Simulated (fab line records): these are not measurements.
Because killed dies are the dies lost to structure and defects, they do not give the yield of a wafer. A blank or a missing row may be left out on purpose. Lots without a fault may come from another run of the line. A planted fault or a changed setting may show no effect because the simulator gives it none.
Problem report, 8D (eight disciplines) form, completed by code :: flow gf180mcu :: the parts of the form that need people (team, actions taken, sign-off) are left out

1. PROBLEM STATEMENT
A mean of 1306 W is read at GF_V3_ETCH_17 for bias-w, taken on 1 wafer of 1 lot, against 1200 W (standard deviation 3.9) on wafers free of any fault. Measured from the usual mean, that is +27 standard deviations.
The step: etches SiO2 in C4F8/O2/Ar, stops on TiN, target depth 635 nm.
Earliest sighting: wafer L761.5 on rie-diel-01 at day 26 04:00. Wafers with a number at this step in the record: 36, from 12 lots. Rule for "out" (also "out of limits"): further than 4 standard deviations from the usual mean. The other wafers with a number count as sound.

2. WHAT THIS IS AND IS NOT
question: which readings at this step
is: bias-w
is not: oes-product-au

question: which lots
is: L761
is not: L752, L754, L758, L766, L767, L768, L770, L771, L772, L773, L774

question: which wafers of those lots
is: L761.5
is not: L761.1, L761.6

question: read on which tools
is: rie-diel-01
is not: rie-diel-02, rie-diel-04

question: when
is: from day 26 04:00
is not: up to then (11 sound wafers); but 24 sound wafers of L766, L767, L768, L770, L771, L772, L773, L774 came after

3. THE SUSPECTS, EACH WITH WHAT RULES IT OUT
Counting: if a tool at a process step up to the reading ran every lot that is out, it stays a suspect. Sound lots after the first of them don't rule it out here, since some wafers of a struck lot are sound.
- pecvd-02 at GF_V1_CVD_02 (deposits SiO2 from TEOS, target thk 850 nm, time 94.851 s): kept. L761, the lot that is out, went through it at day 21 06:27; up to then, the latest sound lot through it was L754 at day 18 23:23.
- rie-diel-01 at GF_V3_ETCH_17 (etches SiO2 in C4F8/O2/Ar, stops on TiN, target depth 635 nm): kept. L761, the lot that is out, went through it at day 26 04:00; up to then, the latest sound lot through it was L754 at day 24 02:00. On those wafers its own readings are out: bias-w.
- Within pecvd-02 at GF_V1_CVD_02: the wafers that are out ran in chamber 2; their sound lot-mates ran in chamber 1.
- Within rie-diel-01 at GF_V3_ETCH_17: the wafers that are out ran in chamber 3; their sound lot-mates ran in chamber 2.
Remaining after the count are pecvd-02 at GF_V1_CVD_02 and rie-diel-01 at GF_V3_ETCH_17.

4. THE CAUSE (what the simulator had put in)
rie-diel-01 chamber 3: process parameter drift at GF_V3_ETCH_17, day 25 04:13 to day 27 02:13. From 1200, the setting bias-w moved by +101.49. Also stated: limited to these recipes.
Counting left 2 suspects, and this tool is among them.

5. THE CHAIN OF EFFECTS, in route order
Rows list readings where the struck wafers' mean (over those with a number) sits beyond 3 standard deviations from the usual. Readings are gone through only where the record gives a usual standard deviation; hours: the median, over the lots, of the time from a lot's start at the first step in this table giving one to that lot's start at this step; sigmas: the change measured in usual standard deviations.
hours: 0
step: GF_V3_ETCH_17
reading: bias-w
usual: 1200 W
on struck wafers: 1306
change: +106
sigmas: +27
Here are the process steps it includes:
- GF_V3_ETCH_17: etches SiO2 in C4F8/O2/Ar, stops on TiN, target depth 635 nm.

6. HOW IT WOULD HAVE BEEN CAUGHT EARLIER
In this record no reading fell out of limits until day 26 04:00, 24 hours after the fault had begun at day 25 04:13.
